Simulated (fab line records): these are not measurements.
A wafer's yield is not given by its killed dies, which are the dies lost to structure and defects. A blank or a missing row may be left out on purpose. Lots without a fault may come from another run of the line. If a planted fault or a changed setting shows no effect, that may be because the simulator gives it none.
Which of the tools did it? + flow sky130 + 33 wafers from 11 lots sampled at 6 of the route's 708 steps

== WHAT THE GAUGES READ, wafer by wafer ==
SKY_PWDE_OVL_MEAS_07. Usual: for PWDE_OVL the level is -0.3 nm and the standard deviation is 1.7.
| lot  | measured    | on         | PWDE_OVL (nm)  | flag |
|------|-------------|------------|----------------|------|
| L791 | day 4 05:34 | overlay-02 | -0.8 -0.1 0.8  |      |
| L792 | day 4 11:22 | overlay-02 | -1.3 -2.8 -3.2 |      |
| L795 | day 5 05:41 | overlay-02 | 1.0 1.4 -0.1   |      |
| L796 | day 5 11:18 | overlay-02 | 0.3 0.9 0.0    |      |
| L802 | day 6 21:25 | overlay-01 | 1.8 3.1 3.9    |      |
| L803 | day 7 03:00 | overlay-01 | -1.0 -1.0 -2.1 |      |
| L804 | day 7 05:33 | overlay-02 | 0.7 0.1 -1.6   |      |
| L805 | day 7 14:56 | overlay-01 | -0.7 -2.0 -0.1 |      |
| L806 | day 7 22:54 | overlay-02 | 1.0 0.2 0.6    |      |
| L810 | day 8 23:49 | overlay-02 | -0.1 -0.9 0.6  |      |
| L812 | day 9 08:29 | overlay-01 | 2.5 0.4 2.6    |      |

SKY_NWELL_TW_MEAS_15. Usual: for NWELL_TW the level is 1810 and the standard deviation is 12.
| lot  | measured     | on           | NWELL_TW       | flag |
|------|--------------|--------------|----------------|------|
| L791 | day 4 23:28  | filmMetro-04 | 1812 1808 1790 |      |
| L792 | day 5 05:57  | filmMetro-01 | 1816 1818 1815 |      |
| L795 | day 6 00:50  | filmMetro-03 | 1792 1795 1783 |      |
| L796 | day 6 06:11  | filmMetro-01 | 1814 1826 1823 |      |
| L802 | day 7 18:10  | filmMetro-04 | 1765 1762 1759 | OFF  |
| L803 | day 8 00:17  | filmMetro-01 | 1773 1767 1772 | OFF  |
| L804 | day 8 03:35  | filmMetro-04 | 1754 1762 1763 | OFF  |
| L805 | day 8 13:38  | filmMetro-04 | 1820 1816 1811 |      |
| L806 | day 8 21:56  | filmMetro-04 | 1811 1813 1801 |      |
| L810 | day 9 23:05  | filmMetro-04 | 1817 1811 1810 |      |
| L812 | day 10 08:38 | filmMetro-04 | 1830 1827 1817 |      |

SKY_NWELL_RS_MEAS_29: a four-point-probe measurement. Usual: for NWELL_RS the level is 624.7 ohm/sq and the standard deviation is 1.3.
| lot  | measured     | on           | NWELL_RS (ohm/sq) | flag |
|------|--------------|--------------|-------------------|------|
| L791 | day 5 17:09  | filmMetro-03 | 624.2 625.2 625.3 |      |
| L792 | day 6 00:44  | filmMetro-04 | 625.3 626.0 625.9 |      |
| L795 | day 6 19:59  | filmMetro-03 | 628.3 626.7 627.4 |      |
| L796 | day 7 01:08  | filmMetro-04 | 624.0 623.0 622.4 |      |
| L802 | day 8 16:03  | filmMetro-03 | 661.6 660.8 659.0 | OFF  |
| L803 | day 8 22:24  | filmMetro-03 | 660.5 659.8 662.5 | OFF  |
| L804 | day 9 02:18  | filmMetro-04 | 661.4 660.8 660.6 | OFF  |
| L805 | day 9 12:57  | filmMetro-04 | 623.2 625.0 624.0 |      |
| L806 | day 9 20:48  | filmMetro-03 | 625.4 621.9 623.3 |      |
| L810 | day 10 23:25 | filmMetro-04 | 623.8 626.1 625.6 |      |
| L812 | day 11 09:23 | filmMetro-01 | 625.9 625.2 624.3 |      |

== TOOL THAT RAN EACH LOT (tool first, then ch and the chambers of the sampled wafers, then the start) ==
| lot  | SKY_FIELD_ISO_ETCH_15            | SKY_NWELL_IMPLANT_11            | SKY_NWELL_STRIP_14                  |
|------|----------------------------------|---------------------------------|-------------------------------------|
| L791 | rieDiel-04 ch 0,3, day 2 14:34   | implanter-04 ch 0, day 4 22:57  | plasmaAsher-03 ch 0,1, day 4 23:22  |
| L792 | rieDiel-02 ch 0,1,3, day 2 19:46 | implanter-01 ch 0, day 5 05:26  | plasmaAsher-02 ch 0,1, day 5 05:52  |
| L795 | rieDiel-02 ch 0,2,3, day 3 11:28 | implanter-04 ch 0, day 6 00:17  | plasmaAsher-03 ch 0,1, day 6 00:44  |
| L796 | rieDiel-03 ch 1,2, day 3 18:25   | implanter-04 ch 0, day 6 05:38  | plasmaAsher-03 ch 0,1, day 6 06:05  |
| L802 | rieDiel-02 ch 0,1,2, day 5 00:19 | implanter-04 ch 0, day 7 17:40  | plasmaAsher-01 ch 0,1, day 7 18:04  |
| L803 | rieDiel-03 ch 0,1, day 5 04:37   | implanter-04 ch 0, day 7 23:44  | plasmaAsher-01 ch 0,1, day 8 00:11  |
| L804 | rieDiel-03 ch 0,2, day 5 11:07   | implanter-04 ch 0, day 8 03:02  | plasmaAsher-03 ch 0,1, day 8 03:29  |
| L805 | rieDiel-04 ch 0,1,2, day 5 15:19 | implanter-01 ch 0, day 8 13:05  | plasmaAsher-03 ch 0,1, day 8 13:32  |
| L806 | rieDiel-02 ch 0,1,3, day 5 21:28 | implanter-03 ch 0, day 8 21:23  | plasmaAsher-01 ch 0,1, day 8 21:50  |
| L810 | rieDiel-03 ch 0,3, day 6 18:04   | implanter-03 ch 0, day 9 22:33  | plasmaAsher-03 ch 0,1, day 9 22:59  |
| L812 | rieDiel-03 ch 0,2, day 7 05:46   | implanter-03 ch 0, day 10 08:05 | plasmaAsher-02 ch 0,1, day 10 08:32 |
- SKY_FIELD_ISO_ETCH_15: etches the open film in CHF3/O2, stops on Si, target depth 180 nm, time 72 s.
- SKY_NWELL_IMPLANT_11
- SKY_NWELL_STRIP_14: strips in O2/N2.

== AS READ BY THE TOOLS THEMSELVES (means over the sampled wafers that have a number; for cases with no such wafer, the mark the record gives instead) ==
SKY_FIELD_ISO_ETCH_15. Usual: drypumpMotorCurrentA 5.75 A, standard deviation 0.28; oesProductAu 0.944 a.u., standard deviation 0.0063; rfFwdPowerW 595.6 W, standard deviation 2.2; throttleValvePct 8.844 %, standard deviation 0.0087.
| lot  | tool       | drypumpMotorCurrentA (A) | oesProductAu (a.u.) | rfFwdPowerW (W) | throttleValvePct (%) | flag |
|------|------------|--------------------------|---------------------|-----------------|----------------------|------|
| L791 | rieDiel-04 | 5.66                     | 0.951               | 594.5           | 8.844                |      |
| L792 | rieDiel-02 | 5.45                     | 0.950               | 597.0           | 8.853                |      |
| L795 | rieDiel-02 | 5.73                     | 0.947               | 596.4           | 8.851                |      |
| L796 | rieDiel-03 | 5.73                     | 0.945               | 596.2           | 8.846                |      |
| L802 | rieDiel-02 | 5.69                     | 0.945               | 596.9           | 8.835                |      |
| L803 | rieDiel-03 | 5.89                     | 0.948               | 595.1           | 8.846                |      |
| L804 | rieDiel-03 | 5.68                     | 0.937               | 594.5           | 8.842                |      |
| L805 | rieDiel-04 | 5.81                     | 0.947               | 595.7           | 8.846                |      |
| L806 | rieDiel-02 | 5.47                     | 0.939               | 596.5           | 8.839                |      |
| L810 | rieDiel-03 | 5.81                     | 0.938               | 591.8           | 8.845                |      |
| L812 | rieDiel-03 | 5.68                     | 0.936               | 594.1           | 8.842                |      |

SKY_NWELL_IMPLANT_11. Usual: beamEnergyKeV 400.00, standard deviation 0.12; doseIonsCm2 1.9e+13, standard deviation 2.1e+10; faradayCurrentUA 107.2, standard deviation 2.3.
| lot  | tool         | beamEnergyKeV | doseIonsCm2 | faradayCurrentUA | flag |
|------|--------------|---------------|-------------|------------------|------|
| L791 | implanter-04 | 400.01        | 1.9e+13     | 106.1            |      |
| L792 | implanter-01 | 400.11        | 1.9e+13     | 106.5            |      |
| L795 | implanter-04 | 399.92        | 1.9e+13     | 105.5            |      |
| L796 | implanter-04 | 400.15        | 1.9e+13     | 108.4            |      |
| L802 | implanter-04 | 320.03        | 1.9e+13     | 107.7            | OFF  |
| L803 | implanter-04 | 320.00        | 1.9e+13     | 107.9            | OFF  |
| L804 | implanter-04 | 320.10        | 1.9e+13     | 107.0            | OFF  |
| L805 | implanter-01 | 400.06        | 1.9e+13     | 108.0            |      |
| L806 | implanter-03 | 399.92        | 1.9e+13     | 106.8            |      |
| L810 | implanter-03 | 399.88        | 1.9e+13     | 107.5            |      |
| L812 | implanter-03 | 399.91        | 1.9e+13     | 107.2            |      |

SKY_NWELL_STRIP_14. Usual: drypumpMotorCurrentA 5.9 A, standard deviation 0.65; oesProductAu 0.722 a.u., standard deviation 0.0041; stripTimeToEndpointS 36.78 s, standard deviation 0.095.
| lot  | tool           | drypumpMotorCurrentA (A) | oesProductAu (a.u.) | stripTimeToEndpointS (s) | flag |
|------|----------------|--------------------------|---------------------|--------------------------|------|
| L791 | plasmaAsher-03 | 5.5                      | 0.719               | 36.85                    |      |
| L792 | plasmaAsher-02 | 5.8                      | 0.722               | 36.74                    |      |
| L795 | plasmaAsher-03 | 5.6                      | 0.722               | 36.72                    |      |
| L796 | plasmaAsher-03 | 6.1                      | 0.723               | 36.76                    |      |
| L802 | plasmaAsher-01 | 6.0                      | 0.724               | 36.74                    |      |
| L803 | plasmaAsher-01 | 5.9                      | 0.719               | 36.80                    |      |
| L804 | plasmaAsher-03 | 5.6                      | 0.716               | 36.91                    |      |
| L805 | plasmaAsher-03 | 5.6                      | 0.722               | 36.74                    |      |
| L806 | plasmaAsher-01 | 5.9                      | 0.724               | 36.77                    |      |
| L810 | plasmaAsher-03 | 6.1                      | 0.723               | 36.85                    |      |
| L812 | plasmaAsher-02 | 5.7                      | 0.720               | 36.64                    |      |

== THE ANSWER, worked out from the rows above alone ==
Rule: a lot is off if the mean of its wafers that have a number lies more than 3 standard deviations from the usual mean. Also off: a lot with no number at a reading for which 4 or more lots have one. Where the step has rows for the other lots, those lots are counted as sound. The gauges are gone through in route order, then the tools' own readings, and for those a lot's mean is taken as printed above. At the first step where some lot is off, the reading lying furthest off is the one used; lots without a number count as furthest.
Off: at SKY_NWELL_TW_MEAS_15 (NWELL_TW), L802, L803, L804.
A tool fits if, at a process step before that reading, it ran every lot that is off, and no sound lot after the first of them. Not tried: the gauges at SKY_NWELL_TW_MEAS_15; whatever is off there is also off at SKY_NWELL_IMPLANT_11, on other tools, and gauge error can't account for it. One fits: implanter-04 at SKY_NWELL_IMPLANT_11. Its last sound lot is L796 (day 6 05:38), its first lot that is off L802 (day 7 17:40): a fault that began between those two fits.
On the lots that are off, the tool's own readings at SKY_NWELL_IMPLANT_11 differ by more than 5 times the standard deviation of the sound lots' means, which bears it out; beamEnergyKeV reads 320.04 there versus 400.00 on the sound lots.

== WHAT THE SIMULATOR HAD PUT IN ==
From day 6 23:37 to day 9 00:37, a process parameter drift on implanter-04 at SKY_NWELL_IMPLANT_11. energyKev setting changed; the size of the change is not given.
Lots struck among those shown: L802, L803, L804. Same finding as the rule above.
